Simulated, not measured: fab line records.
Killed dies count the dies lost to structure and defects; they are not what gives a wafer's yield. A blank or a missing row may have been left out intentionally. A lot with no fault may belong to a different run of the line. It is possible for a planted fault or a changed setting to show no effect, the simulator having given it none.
fab line records ; flow gf180mcu
[record] lots = 24; wafers = 72; last-day = 34
route steps=602 shown MVPSD@85 DUAL_GATE@144 V3@430
lots with no fault: from the same line, run without faults
start-h: the number of hours between the record's first day and the start of the first shown wafer of the lot ; wait-h: time in hours since the lot's previous step ; " repeats the value in the row above ; L1.1+2: a row that stands for several wafers ; - no value, or no start was given ; * or withheld: withheld ; < > ~ a bound
route shown NAME@n: names a module that has steps shown in the file, with the first one's number in the route ; usual: mean/standard deviation taken from wafers without a fault ; same: alike in all rows ; chamber/n: place in a boat ; sites: each site's reading ; _std_site: standard deviation of those values ; _edge_site: outer sites' mean less inner sites' ; radius-mm: for every site, how far away it sits from the centre of the wafer ; mask NAME#n: copy n ; behind: tool/chamber where the wafer was last shaped ; hold: what put the lot on hold/how long, in hours/how the hold closed ; device: transistor that didn't switch, given as n, p or np ; end of line: the tests these same wafers got at the end of their route ; where a step has no rows: the recipe by itself ; killed: count of dies lost to structure and defects at first sort (not the wafer's yield) ; map: shows each die of a wafer: x if killed, . if not, _ if none is there
set.NAME: the setting that was run; set.NAME@STEP: the one run at that earlier step ; model.NAME: the simulator's own value behind a step, which no gauge read
the route's steps for a sample of lots (tables are steps, rows are wafers)
services: a tool's chamber out of use, with start hour (start-h, from the record's first day; less than 0 if before it), hours out, and reason
[[steps]]
[step GF_MVPSD_OVL_MEAS_07]
[usual] MVPSD_OVL = -0.2/1.4
lot.wafer;tool;chamber;start-h;wait-h;MVPSD_OVL[nm]
L074.3;overlay-01;-;96.97;-;1.3
L074.5;overlay-01;-;96.97;-;0.7
L074.6;overlay-01;-;96.97;-;0.1
L075.1;overlay-01;-;103.11;-;0.6
L075.2;overlay-01;-;103.11;-;-0.4
L075.5;overlay-01;-;103.11;-;-1.3
L076.1;overlay-01;-;110.41;-;1.1
L076.2;overlay-01;-;110.41;-;-0.5
L076.5;overlay-01;-;110.41;-;0.5
L077.1;overlay-02;-;114.61;-;-0.8
L077.3;overlay-02;-;114.61;-;-0.4
L077.5;overlay-02;-;114.61;-;-1.6
L078.2;overlay-01;-;120.37;-;1.4
L078.3;overlay-01;-;120.37;-;0.8
L078.5;overlay-01;-;120.37;-;0.3
L079.1;overlay-01;-;126.36;-;-1.3
L079.3;overlay-01;-;126.36;-;-0.4
L079.6;overlay-01;-;126.36;-;-1.8
L080.2;overlay-02;-;132.96;-;-2.9
L080.5;overlay-02;-;132.96;-;-1.5
L080.6;overlay-02;-;132.96;-;-1.2
L081.2;overlay-02;-;141.32;-;-0.1
L081.4;overlay-02;-;141.32;-;-2.7
L081.6;overlay-02;-;141.32;-;-2.7
L082.1;overlay-02;-;147.56;-;-1.4
L082.3;overlay-02;-;147.56;-;-0.6
L082.6;overlay-02;-;147.56;-;-2.2
L083.2;overlay-01;-;153.62;-;1.6
L083.3;overlay-01;-;153.62;-;3.4
L083.6;overlay-01;-;153.62;-;-0.6
L084.4;overlay-01;-;156.77;-;-0.3
L084.5;overlay-01;-;156.77;-;-2.5
L084.6;overlay-01;-;156.77;-;0.5
L085.1;overlay-01;-;160.71;-;-0.1
L085.3;overlay-01;-;160.71;-;1.1
L085.4;overlay-01;-;160.71;-;-0.3
L086.1;overlay-02;-;169.86;-;0.5
L086.2;overlay-02;-;169.86;-;-1.4
L086.3;overlay-02;-;169.86;-;0.1
L087.1;overlay-01;-;174.06;-;0.3
L087.3;overlay-01;-;174.06;-;-0.5
L087.6;overlay-01;-;174.06;-;-0.8
L088.4;overlay-02;-;179.18;-;1.5
L088.5;overlay-02;-;179.18;-;2.6
L088.6;overlay-02;-;179.18;-;2.8
L089.3;overlay-02;-;189.57;-;-0.7
L089.4;overlay-02;-;189.57;-;-0.3
L089.6;overlay-02;-;189.57;-;-1.7
L090.2;overlay-01;-;194.81;-;2.1
L090.3;overlay-01;-;194.81;-;4.3
L090.6;overlay-01;-;194.81;-;3.7
L091.3;overlay-01;-;198.49;-;-0.2
L091.5;overlay-01;-;198.49;-;-0.9
L091.6;overlay-01;-;198.49;-;-2.2
L092.3;overlay-01;-;203.97;-;0.4
L092.4;overlay-01;-;203.97;-;2.4
L092.6;overlay-01;-;203.97;-;1.2
L093.1;overlay-02;-;210.01;-;-1.0
L093.5;overlay-02;-;210.01;-;-0.3
L093.6;overlay-02;-;210.01;-;-1.6
L094.1;overlay-02;-;216.81;-;0.7
L094.2;overlay-02;-;216.81;-;-2.1
L094.4;overlay-02;-;216.81;-;0.4
L095.1;overlay-02;-;223.16;-;-0.3
L095.4;overlay-02;-;223.16;-;0.4
L095.5;overlay-02;-;223.16;-;-0.6
L096.2;overlay-01;-;229.91;-;0.0
L096.4;overlay-01;-;229.91;-;-2.4
L096.5;overlay-01;-;229.91;-;0.5
L097.1;overlay-01;-;234.35;-;0.4
L097.2;overlay-01;-;234.35;-;1.8
L097.3;overlay-01;-;234.35;-;0.3
[step GF_DUAL_GATE_THK_MEAS_03]
[recipe] reads = SiO2_of_DUAL_GATE_OXIDATION_02
[usual] DUAL_GATE_OXIDATION_00_THK = 11.12/0.21
lot.wafer;tool;chamber;start-h;wait-h;DUAL_GATE_OXIDATION_00_THK[nm]
L074.3;film-metro-02;-;159.45;0.0;10.72
L074.5;film-metro-02;-;159.45;0.0;10.78
L074.6;film-metro-02;-;159.45;0.0;10.76
L075.1;film-metro-02;-;170.22;0.0;11.08
L075.2;film-metro-02;-;170.22;0.0;11.13
L075.5;film-metro-02;-;170.22;0.0;11.12
L076.1;film-metro-04;-;175.48;0.0;10.89
L076.2;film-metro-04;-;175.48;0.0;10.97
L076.5;film-metro-04;-;175.48;0.0;11.00
L077.1;film-metro-04;-;179.84;0.0;10.75
L077.3;film-metro-04;-;179.84;0.0;10.72
L077.5;film-metro-04;-;179.84;0.0;10.78
L078.2;film-metro-02;-;186.14;0.0;11.20
L078.3;film-metro-02;-;186.14;0.0;11.02
L078.5;film-metro-02;-;186.14;0.0;11.24
L079.1;film-metro-02;-;194.99;0.0;11.10
L079.3;film-metro-02;-;194.99;0.0;11.17
L079.6;film-metro-02;-;194.99;0.0;11.01
L080.2;film-metro-01;-;201.77;0.0;10.96
L080.5;film-metro-01;-;201.77;0.0;10.99
L080.6;film-metro-01;-;201.77;0.0;10.91
L081.2;film-metro-01;-;209.90;0.0;10.96
L081.4;film-metro-01;-;209.90;0.0;11.10
L081.6;film-metro-01;-;209.90;0.0;11.14
L082.1;film-metro-02;-;217.14;0.0;10.96
L082.3;film-metro-02;-;217.14;0.0;10.94
L082.6;film-metro-02;-;217.14;0.0;11.01
L083.2;film-metro-04;-;223.82;0.0;11.60
L083.3;film-metro-04;-;223.82;0.0;11.56
L083.6;film-metro-04;-;223.82;0.0;11.55
L084.4;film-metro-04;-;226.64;0.0;11.14
L084.5;film-metro-04;-;226.64;0.0;11.20
L084.6;film-metro-04;-;226.64;0.0;11.25
L085.1;film-metro-04;-;231.38;0.0;11.12
L085.3;film-metro-04;-;231.38;0.0;11.09
L085.4;film-metro-04;-;231.38;0.0;11.20
L086.1;film-metro-04;-;242.96;0.0;10.92
L086.2;film-metro-04;-;242.96;0.0;11.07
L086.3;film-metro-04;-;242.96;0.0;11.15
L087.1;film-metro-01;-;245.96;0.0;10.80
L087.3;film-metro-01;-;245.96;0.0;10.95
L087.6;film-metro-01;-;245.96;0.0;10.89
L088.4;film-metro-02;-;256.58;0.0;11.23
L088.5;film-metro-02;-;256.58;0.0;11.09
L088.6;film-metro-02;-;256.58;0.0;11.17
L089.3;film-metro-02;-;263.68;0.0;11.16
L089.4;film-metro-02;-;263.68;0.0;11.07
L089.6;film-metro-02;-;263.68;0.0;11.16
L090.2;film-metro-04;-;271.47;0.0;10.94
L090.3;film-metro-04;-;271.47;0.0;11.07
L090.6;film-metro-04;-;271.47;0.0;11.16
L091.3;film-metro-02;-;274.14;0.0;11.41
L091.5;film-metro-02;-;274.14;0.0;11.56
L091.6;film-metro-02;-;274.14;0.0;11.53
L092.3;film-metro-04;-;280.71;0.0;11.02
L092.4;film-metro-04;-;280.71;0.0;11.06
L092.6;film-metro-04;-;280.71;0.0;11.00
L093.1;film-metro-04;-;285.83;0.0;11.22
L093.5;film-metro-04;-;285.83;0.0;11.36
L093.6;film-metro-04;-;285.83;0.0;11.33
L094.1;film-metro-01;-;294.68;0.0;11.41
L094.2;film-metro-01;-;294.68;0.0;11.21
L094.4;film-metro-01;-;294.68;0.0;11.28
L095.1;film-metro-02;-;301.26;0.0;11.03
L095.4;film-metro-02;-;301.26;0.0;11.06
L095.5;film-metro-02;-;301.26;0.0;11.19
L096.2;film-metro-02;-;309.89;0.0;11.10
L096.4;film-metro-02;-;309.89;0.0;11.32
L096.5;film-metro-02;-;309.89;0.0;11.35
L097.1;film-metro-01;-;314.78;0.0;11.12
L097.2;film-metro-01;-;314.78;0.0;11.29
L097.3;film-metro-01;-;314.78;0.0;11.33
[step GF_DUAL_GATE_OVL_MEAS_11]
[usual] DUAL_GATE_OVL = 0.4/1.4
lot.wafer;tool;chamber;start-h;wait-h;DUAL_GATE_OVL[nm]
L074.3;overlay-02;-;174.92;0.1;2.0
L074.5;overlay-02;-;174.92;0.1;1.5
L074.6;overlay-02;-;174.92;0.1;2.4
L075.1;overlay-02;-;185.83;0.1;-0.1
L075.2;overlay-02;-;185.83;0.1;0.1
L075.5;overlay-02;-;185.83;0.1;-0.7
L076.1;overlay-02;-;191.56;0.1;-2.3
L076.2;overlay-02;-;191.56;0.1;-1.1
L076.5;overlay-02;-;191.56;0.1;-0.6
L077.1;overlay-02;-;196.36;0.1;-1.2
L077.3;overlay-02;-;196.36;0.1;-1.0
L077.5;overlay-02;-;196.36;0.1;-0.3
L078.2;overlay-01;-;202.78;0.1;0.3
L078.3;overlay-01;-;202.78;0.1;0.7
L078.5;overlay-01;-;202.78;0.1;1.4
L079.1;overlay-02;-;212.37;0.1;1.3
L079.3;overlay-02;-;212.37;0.1;0.5
L079.6;overlay-02;-;212.37;0.1;-1.3
L080.2;overlay-02;-;218.41;0.1;1.5
L080.5;overlay-02;-;218.41;0.1;0.7
L080.6;overlay-02;-;218.41;0.1;2.6
L081.2;overlay-01;-;227.41;0.1;0.0
L081.4;overlay-01;-;227.41;0.1;0.2
L081.6;overlay-01;-;227.41;0.1;0.2
L082.1;overlay-02;-;235.22;0.1;3.2
L082.3;overlay-02;-;235.22;0.1;0.7
L082.6;overlay-02;-;235.22;0.1;1.6
L083.2;overlay-02;-;241.68;0.1;0.8
L083.3;overlay-02;-;241.68;0.1;0.6
L083.6;overlay-02;-;241.68;0.1;-0.1
L084.4;overlay-02;-;244.72;0.1;-2.2
L084.5;overlay-02;-;244.72;0.1;-3.1
L084.6;overlay-02;-;244.72;0.1;-1.2
L085.1;overlay-02;-;249.97;0.1;-1.7
L085.3;overlay-02;-;249.97;0.1;-1.9
L085.4;overlay-02;-;249.97;0.1;0.2
L086.1;overlay-01;-;261.67;0.1;1.3
L086.2;overlay-01;-;261.67;0.1;3.9
L086.3;overlay-01;-;261.67;0.1;1.1
L087.1;overlay-01;-;264.50;0.1;-0.2
L087.3;overlay-01;-;264.50;0.1;0.9
L087.6;overlay-01;-;264.50;0.1;0.4
L088.4;overlay-01;-;275.42;0.1;0.1
L088.5;overlay-01;-;275.42;0.1;-2.0
L088.6;overlay-01;-;275.42;0.1;-0.5
L089.3;overlay-01;-;282.82;0.1;0.5
L089.4;overlay-01;-;282.82;0.1;0.6
L089.6;overlay-01;-;282.82;0.1;2.5
L090.2;overlay-01;-;290.81;0.1;-0.1
L090.3;overlay-01;-;290.81;0.1;2.0
L090.6;overlay-01;-;290.81;0.1;1.5
L091.3;overlay-02;-;293.67;0.1;-1.2
L091.5;overlay-02;-;293.67;0.1;-0.6
L091.6;overlay-02;-;293.67;0.1;0.5
L092.3;overlay-02;-;300.42;0.1;0.4
L092.4;overlay-02;-;300.42;0.1;2.7
L092.6;overlay-02;-;300.42;0.1;0.3
L093.1;overlay-01;-;305.45;0.1;0.9
L093.5;overlay-01;-;305.45;0.1;1.6
L093.6;overlay-01;-;305.45;0.1;-1.1
L094.1;overlay-02;-;314.97;0.1;1.9
L094.2;overlay-02;-;314.97;0.1;2.0
L094.4;overlay-02;-;314.97;0.1;0.5
L095.1;overlay-02;-;322.17;0.1;2.4
L095.4;overlay-02;-;322.17;0.1;2.0
L095.5;overlay-02;-;322.17;0.1;2.2
L096.2;overlay-01;-;329.93;0.1;3.4
L096.4;overlay-01;-;329.93;0.1;1.1
L096.5;overlay-01;-;329.93;0.1;1.0
L097.1;overlay-02;-;335.57;0.1;-1.4
L097.2;overlay-02;-;335.57;0.1;-1.6
L097.3;overlay-02;-;335.57;0.1;-1.9
[step GF_V3_THK_MEAS_01]
[recipe] reads = SiO2_of_V3_CVD_00
[usual] V3_CVD_00_THK = 597/5.2
lot.wafer;tool;chamber;start-h;wait-h;V3_CVD_00_THK[nm]
L074.3;film-metro-01;-;495.28;0.1;602
L074.5;film-metro-01;-;495.28;0.1;598
L074.6;film-metro-01;-;495.28;0.1;597
L075.1;film-metro-02;-;498.42;0.0;588
L075.2;film-metro-02;-;498.42;0.0;590
L075.5;film-metro-02;-;498.42;0.0;595
L076.1;film-metro-01;-;511.00;0.0;596
L076.2;film-metro-01;-;511.00;0.0;600
L076.5;film-metro-01;-;511.00;0.0;601
L077.1;film-metro-02;-;516.39;0.0;587
L077.3;film-metro-02;-;516.39;0.0;591
L077.5;film-metro-02;-;516.39;0.0;584
L078.2;film-metro-04;-;523.35;0.0;603
L078.3;film-metro-04;-;523.35;0.0;606
L078.5;film-metro-04;-;523.35;0.0;601
L079.1;film-metro-04;-;534.17;0.0;594
L079.3;film-metro-04;-;534.17;0.0;598
L079.6;film-metro-04;-;534.17;0.0;599
L080.2;film-metro-04;-;543.86;0.0;588
L080.5;film-metro-04;-;543.86;0.0;593
L080.6;film-metro-04;-;543.86;0.0;588
L081.2;film-metro-02;-;555.05;0.0;600
L081.4;film-metro-02;-;555.05;0.0;601
L081.6;film-metro-02;-;555.05;0.0;600
L082.1;film-metro-04;-;568.13;0.0;596
L082.3;film-metro-04;-;568.13;0.0;607
L082.6;film-metro-04;-;568.13;0.0;597
L083.2;film-metro-01;-;570.34;0.1;597
L083.3;film-metro-01;-;570.34;0.1;598
L083.6;film-metro-01;-;570.34;0.1;597
L084.4;film-metro-04;-;577.97;0.1;602
L084.5;film-metro-04;-;577.97;0.1;597
L084.6;film-metro-04;-;577.97;0.1;611
L085.1;film-metro-02;-;587.68;0.0;598
L085.3;film-metro-02;-;587.68;0.0;598
L085.4;film-metro-02;-;587.68;0.0;600
L086.1;film-metro-02;-;596.32;0.0;592
L086.2;film-metro-02;-;596.32;0.0;593
L086.3;film-metro-02;-;596.32;0.0;592
L087.1;film-metro-02;-;599.50;0.0;606
L087.3;film-metro-02;-;599.50;0.0;593
L087.6;film-metro-02;-;599.50;0.0;592
L088.4;film-metro-01;-;611.82;0.0;594
L088.5;film-metro-01;-;611.82;0.0;596
L088.6;film-metro-01;-;611.82;0.0;591
L089.3;film-metro-01;-;617.89;0.1;593
L089.4;film-metro-01;-;617.89;0.1;601
L089.6;film-metro-01;-;617.89;0.1;597
L090.2;film-metro-02;-;627.68;0.0;597
L090.3;film-metro-02;-;627.68;0.0;595
L090.6;film-metro-02;-;627.68;0.0;596
L091.3;film-metro-02;-;630.52;0.1;596
L091.5;film-metro-02;-;630.52;0.1;599
L091.6;film-metro-02;-;630.52;0.1;599
L092.3;film-metro-01;-;636.83;0.1;599
L092.4;film-metro-01;-;636.83;0.1;584
L092.6;film-metro-01;-;636.83;0.1;584
L093.1;film-metro-04;-;641.13;0.0;604
L093.5;film-metro-04;-;641.13;0.0;602
L093.6;film-metro-04;-;641.13;0.0;601
L094.1;film-metro-01;-;649.75;0.0;605
L094.2;film-metro-01;-;649.75;0.0;603
L094.4;film-metro-01;-;649.75;0.0;604
L095.1;film-metro-02;-;655.87;0.0;599
L095.4;film-metro-02;-;655.87;0.0;594
L095.5;film-metro-02;-;655.87;0.0;596
L096.2;film-metro-02;-;664.78;0.0;596
L096.4;film-metro-02;-;664.78;0.0;595
L096.5;film-metro-02;-;664.78;0.0;593
L097.1;film-metro-01;-;668.34;0.0;599
L097.2;film-metro-01;-;668.34;0.0;601
L097.3;film-metro-01;-;668.34;0.0;601
[step GF_V3_CD_MEAS_14]
[recipe] target-cd-nm = 260
[usual] cd-nm = 259.6/1.2
lot.wafer;tool;chamber;start-h;wait-h;cd-nm
L074.3;cd-sem-02;-;519.06;0.1;257.8
L074.5;cd-sem-02;-;519.06;0.1;257.6
L074.6;cd-sem-02;-;519.06;0.1;257.8
L075.1;cd-sem-02;-;522.20;0.1;260.7
L075.2;cd-sem-02;-;522.20;0.1;260.1
L075.5;cd-sem-02;-;522.20;0.1;261.0
L076.1;cd-sem-02;-;534.25;0.1;260.2
L076.2;cd-sem-02;-;534.25;0.1;260.9
L076.5;cd-sem-02;-;534.25;0.1;261.7
L077.1;cd-sem-01;-;539.90;0.1;258.3
L077.3;cd-sem-01;-;539.90;0.1;259.6
L077.5;cd-sem-01;-;539.90;0.1;258.6
L078.2;cd-sem-02;-;546.57;0.1;258.6
L078.3;cd-sem-02;-;546.57;0.1;259.6
L078.5;cd-sem-02;-;546.57;0.1;259.9
L079.1;cd-sem-02;-;557.35;0.1;261.3
L079.3;cd-sem-02;-;557.35;0.1;261.9
L079.6;cd-sem-02;-;557.35;0.1;260.7
L080.2;cd-sem-01;-;566.77;0.1;259.2
L080.5;cd-sem-01;-;566.77;0.1;258.9
L080.6;cd-sem-01;-;566.77;0.1;259.8
L081.2;cd-sem-02;-;577.47;0.1;260.4
L081.4;cd-sem-02;-;577.47;0.1;259.9
L081.6;cd-sem-02;-;577.47;0.1;259.5
L082.1;cd-sem-02;-;590.70;0.1;260.6
L082.3;cd-sem-02;-;590.70;0.1;260.5
L082.6;cd-sem-02;-;590.70;0.1;260.8
L083.2;cd-sem-01;-;592.49;0.1;260.5
L083.3;cd-sem-01;-;592.49;0.1;259.0
L083.6;cd-sem-01;-;592.49;0.1;258.5
L084.4;cd-sem-02;-;599.11;0.1;258.1
L084.5;cd-sem-02;-;599.11;0.1;258.0
L084.6;cd-sem-02;-;599.11;0.1;258.5
L085.1;cd-sem-02;-;609.22;0.1;260.9
L085.3;cd-sem-02;-;609.22;0.1;261.7
L085.4;cd-sem-02;-;609.22;0.1;260.8
L086.1;cd-sem-01;-;617.60;0.1;258.1
L086.2;cd-sem-01;-;617.60;0.1;259.5
L086.3;cd-sem-01;-;617.60;0.1;258.1
L087.1;cd-sem-02;-;619.97;0.1;260.6
L087.3;cd-sem-02;-;619.97;0.1;260.7
L087.6;cd-sem-02;-;619.97;0.1;259.1
L088.4;cd-sem-01;-;633.26;0.1;260.6
L088.5;cd-sem-01;-;633.26;0.1;259.2
L088.6;cd-sem-01;-;633.26;0.1;259.9
L089.3;cd-sem-02;-;639.01;0.1;259.2
L089.4;cd-sem-02;-;639.01;0.1;260.5
L089.6;cd-sem-02;-;639.01;0.1;259.9
L090.2;cd-sem-01;-;647.69;0.1;258.2
L090.3;cd-sem-01;-;647.69;0.1;257.9
L090.6;cd-sem-01;-;647.69;0.1;257.0
L091.3;cd-sem-01;-;650.01;0.1;258.4
L091.5;cd-sem-01;-;650.01;0.1;258.0
L091.6;cd-sem-01;-;650.01;0.1;258.2
L092.3;cd-sem-01;-;657.09;0.1;261.9
L092.4;cd-sem-01;-;657.09;0.1;259.9
L092.6;cd-sem-01;-;657.09;0.1;260.9
L093.1;cd-sem-02;-;661.72;0.1;259.2
L093.5;cd-sem-02;-;661.72;0.1;259.2
L093.6;cd-sem-02;-;661.72;0.1;259.0
L094.1;cd-sem-02;-;669.87;0.1;258.6
L094.2;cd-sem-02;-;669.87;0.1;259.3
L094.4;cd-sem-02;-;669.87;0.1;258.1
L095.1;cd-sem-02;-;676.35;0.1;258.7
L095.4;cd-sem-02;-;676.35;0.1;259.2
L095.5;cd-sem-02;-;676.35;0.1;257.8
L096.2;cd-sem-01;-;684.62;0.1;261.0
L096.4;cd-sem-01;-;684.62;0.1;262.0
L096.5;cd-sem-01;-;684.62;0.1;260.4
L097.1;cd-sem-01;-;688.27;0.1;260.3
L097.2;cd-sem-01;-;688.27;0.1;259.0
L097.3;cd-sem-01;-;688.27;0.1;259.9
[step GF_V3_SPUTTER_22]
[recipe] material = TiN; target-thk-nm = 10; chamber-pressure-pa = 5; power-w = 4000; time-s = 40
[usual] cathode-dc-power-W = 3999.9/0.71; throttle-valve-pct = 29.6/0.99
lot.wafer;tool;chamber;start-h;wait-h;cathode-dc-power-W;throttle-valve-pct
L074.3;pvd-sputter-04;-;519.90;0.0;3999.7;29.8
L074.5;pvd-sputter-04;-;519.90;0.0;4000.6;29.7
L074.6;pvd-sputter-04;-;519.90;0.0;4000.7;28.5
L075.1;pvd-sputter-04;-;523.12;0.0;3999.3;29.0
L075.2;pvd-sputter-04;-;523.12;0.0;4000.1;28.2
L075.5;pvd-sputter-04;-;523.12;0.0;4000.6;28.9
L076.1;pvd-sputter-02;-;535.13;0.0;3999.7;29.6
L076.2;pvd-sputter-02;-;535.13;0.0;3999.6;31.4
L076.5;pvd-sputter-02;-;535.13;0.0;3999.7;29.0
L077.1;pvd-sputter-04;-;540.79;0.0;4001.2;28.1
L077.3;pvd-sputter-04;-;540.79;0.0;4000.1;29.0
L077.5;pvd-sputter-04;-;540.79;0.0;4000.8;29.7
L078.2;pvd-sputter-04;-;547.46;0.0;4000.2;29.8
L078.3;pvd-sputter-04;-;547.46;0.0;4001.3;29.0
L078.5;pvd-sputter-04;-;547.46;0.0;3999.8;29.9
L079.1;pvd-sputter-03;-;558.24;0.0;3999.5;29.9
L079.3;pvd-sputter-03;-;558.24;0.0;3999.6;28.6
L079.6;pvd-sputter-03;-;558.24;0.0;3999.2;30.5
L080.2;pvd-sputter-03;-;567.66;0.0;3999.9;30.1
L080.5;pvd-sputter-03;-;567.66;0.0;4000.4;30.8
L080.6;pvd-sputter-03;-;567.66;0.0;3998.6;28.9
L081.2;pvd-sputter-04;-;578.33;0.0;4000.7;28.9
L081.4;pvd-sputter-04;-;578.33;0.0;3999.9;28.6
L081.6;pvd-sputter-04;-;578.33;0.0;3998.6;28.4
L082.1;pvd-sputter-04;-;591.58;0.0;4001.6;28.5
L082.3;pvd-sputter-04;-;591.58;0.0;3999.5;27.8
L082.6;pvd-sputter-04;-;591.58;0.0;3999.9;28.1
L083.2;pvd-sputter-03;-;593.36;0.0;3998.4;28.5
L083.3;pvd-sputter-03;-;593.36;0.0;3999.9;31.2
L083.6;pvd-sputter-03;-;593.36;0.0;4000.0;31.0
L084.4;pvd-sputter-04;-;600.27;0.0;4000.4;28.2
L084.5;pvd-sputter-04;-;600.27;0.0;4000.9;30.1
L084.6;pvd-sputter-04;-;600.27;0.0;4000.7;28.7
L085.1;pvd-sputter-03;-;610.10;0.0;4000.3;30.6
L085.3;pvd-sputter-03;-;610.10;0.0;3999.7;30.0
L085.4;pvd-sputter-03;-;610.10;0.0;4000.8;31.2
L086.1;pvd-sputter-03;-;618.49;0.0;4000.8;30.1
L086.2;pvd-sputter-03;-;618.49;0.0;3999.4;30.9
L086.3;pvd-sputter-03;-;618.49;0.0;3999.8;28.9
L087.1;pvd-sputter-04;-;620.86;0.0;3999.9;28.2
L087.3;pvd-sputter-04;-;620.86;0.0;3999.7;28.8
L087.6;pvd-sputter-04;-;620.86;0.0;3999.9;28.1
L088.4;pvd-sputter-04;-;634.12;0.0;4000.2;28.8
L088.5;pvd-sputter-04;-;634.12;0.0;3999.2;28.3
L088.6;pvd-sputter-04;-;634.12;0.0;3999.8;29.6
L089.3;pvd-sputter-02;-;639.99;0.0;4000.0;31.5
L089.4;pvd-sputter-02;-;639.99;0.0;4001.1;29.4
L089.6;pvd-sputter-02;-;639.99;0.0;4000.1;29.2
L090.2;pvd-sputter-03;-;648.56;0.0;4000.7;28.9
L090.3;pvd-sputter-03;-;648.56;0.0;3999.5;29.9
L090.6;pvd-sputter-03;-;648.56;0.0;3999.7;28.7
L091.3;pvd-sputter-03;-;650.88;0.0;4000.5;29.9
L091.5;pvd-sputter-03;-;650.88;0.0;3998.6;28.8
L091.6;pvd-sputter-03;-;650.88;0.0;4001.2;30.4
L092.3;pvd-sputter-02;-;657.96;0.0;4000.7;29.3
L092.4;pvd-sputter-02;-;657.96;0.0;3999.4;29.8
L092.6;pvd-sputter-02;-;657.96;0.0;3999.4;31.3
L093.1;pvd-sputter-03;-;662.60;0.0;4000.0;28.9
L093.5;pvd-sputter-03;-;662.60;0.0;3999.8;28.7
L093.6;pvd-sputter-03;-;662.60;0.0;3999.9;31.1
L094.1;pvd-sputter-02;-;670.75;0.0;4000.3;29.5
L094.2;pvd-sputter-02;-;670.75;0.0;3999.8;29.9
L094.4;pvd-sputter-02;-;670.75;0.0;4000.3;28.9
L095.1;pvd-sputter-02;-;677.27;0.0;4000.3;29.5
L095.4;pvd-sputter-02;-;677.27;0.0;3999.2;29.7
L095.5;pvd-sputter-02;-;677.27;0.0;3999.6;31.5
L096.2;pvd-sputter-02;-;685.48;0.0;4000.5;31.6
L096.4;pvd-sputter-02;-;685.48;0.0;3998.5;29.1
L096.5;pvd-sputter-02;-;685.48;0.0;4000.0;29.0
L097.1;pvd-sputter-02;-;689.18;0.0;3998.9;29.9
L097.2;pvd-sputter-02;-;689.18;0.0;4000.2;29.4
L097.3;pvd-sputter-02;-;689.18;0.0;3999.8;31.5
[[services]]
tool;chamber;start-h;hours;kind
pvd-sputter-02;-;540.59;3.0;repair
pvd-sputter-03;-;543.73;5.9;repair
pvd-sputter-02;3;571.67;-;consumable-replace:kit
pvd-sputter-02;3;571.67;18.0;scheduled-down
pvd-sputter-02;3;571.67;18.0;vent-cycle
pvd-sputter-02;-;578.17;2.2;repair
pvd-sputter-03;2;581.52;-;consumable-replace:kit
pvd-sputter-03;2;581.52;18.0;scheduled-down
pvd-sputter-03;2;581.52;18.0;vent-cycle
pvd-sputter-02;-;597.46;14.0;repair
[[key]]
fault none
